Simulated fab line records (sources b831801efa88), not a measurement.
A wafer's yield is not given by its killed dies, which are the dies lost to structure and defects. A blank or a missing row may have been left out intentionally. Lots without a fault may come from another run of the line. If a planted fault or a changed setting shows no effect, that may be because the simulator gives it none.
Matching of chambers | flow gf180mcu | 4 sister chambers for GF_V2_CMP_26 on cmp-02
The step polishes, stops on SiO2, t overpolish 15 s, target thk 0 nm. 14 wafers are shown with their chamber, then 7 later ones without.

## WAFERS WITH THEIR CHAMBER
wafer  | chamber | motor current A (A) | edge zone pressure frac | overpolish run s (s)
L478.1 | 2       | 11.4                | 1.011                   | 14.996
L478.4 | 1       | 11.4                | 0.997                   | 15.005
L478.5 | 1       | 11.2                | 0.995                   | 14.989
L480.2 | 1       | 10.8                | 1.002                   | 15.006
L480.3 | 0       | 9.1                 | 0.999                   | 14.996
L480.6 | 1       | 11.5                | 0.996                   | 15.012
L482.3 | 3       | 10.1                | 0.997                   | 14.996
L482.4 | 1       | 11.4                | 1.003                   | 15.012
L482.6 | 3       | 10.2                | 0.984                   | 15.014
L493.2 | 2       | 11.5                | 1.004                   | 14.993
L493.5 | 2       | 11.4                | 0.995                   | 15.003
L493.6 | 3       | 10.0                | 0.994                   | 15.005
L495.2 | 2       | 12.2                | 1.004                   | 14.993
L495.3 | 0       | 9.3                 | 0.998                   | 14.992

SIGNATURES (averages over the wafers above)
reading                 | chamber 0 | chamber 1 | chamber 2 | chamber 3 | scatter within a chamber
motor current A         | 9.200     | 11.260    | 11.625    | 10.100    | 0.283
edge zone pressure frac | 0.99850   | 0.99860   | 1.00350   | 0.99167   | 0.00525
overpolish run s        | 14.99400  | 15.00480  | 14.99625  | 15.00500  | 0.00769
Rule: for each reading, subtract the chamber's mean from the wafer's reading, divide by that reading's scatter and square the result; add these up over the readings and take the root, which gives the wafer's distance from the chamber. If the next closest chamber is less than 2 further off than the closest, the wafer can't be placed; otherwise it belongs to the closest. How the scatter is found: for the shown wafers, subtract from each reading the mean of its chamber, square and add these, divide the total by (wafers less chambers), then take the root.

## WAFERS WITH NO CHAMBER GIVEN
wafer  | motor current A (A) | edge zone pressure frac | overpolish run s (s)
L495.6 | 9.6                 | 1.009                   | 14.997
L496.2 | 9.5                 | 1.001                   | 15.018
L496.3 | 10.5                | 0.999                   | 15.004
L496.4 | 11.0                | 0.997                   | 14.984
L499.2 | 11.6                | 0.993                   | 14.986
L499.5 | 11.7                | 1.000                   | 15.015
L499.6 | 9.7                 | 1.007                   | 14.989

## EACH ONE'S CHAMBER
wafer  | from the rows above          | in truth
L495.6 | can't be placed: 0 or 3      | 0
L496.2 | can't be placed: 3 or 0      | 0
L496.3 | can't be placed: 3 or 1      | 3
L496.4 | can't be placed: 1 or 2 or 3 | 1
L499.2 | can't be placed: 2 or 1      | 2
L499.5 | can't be placed: 1 or 2      | 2
L499.6 | can't be placed: 0 or 3      | 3
Placed correctly: 0 of 7. These rows do not allow placing 7 (true chamber among the candidates in 7). Placed wrongly: 0.
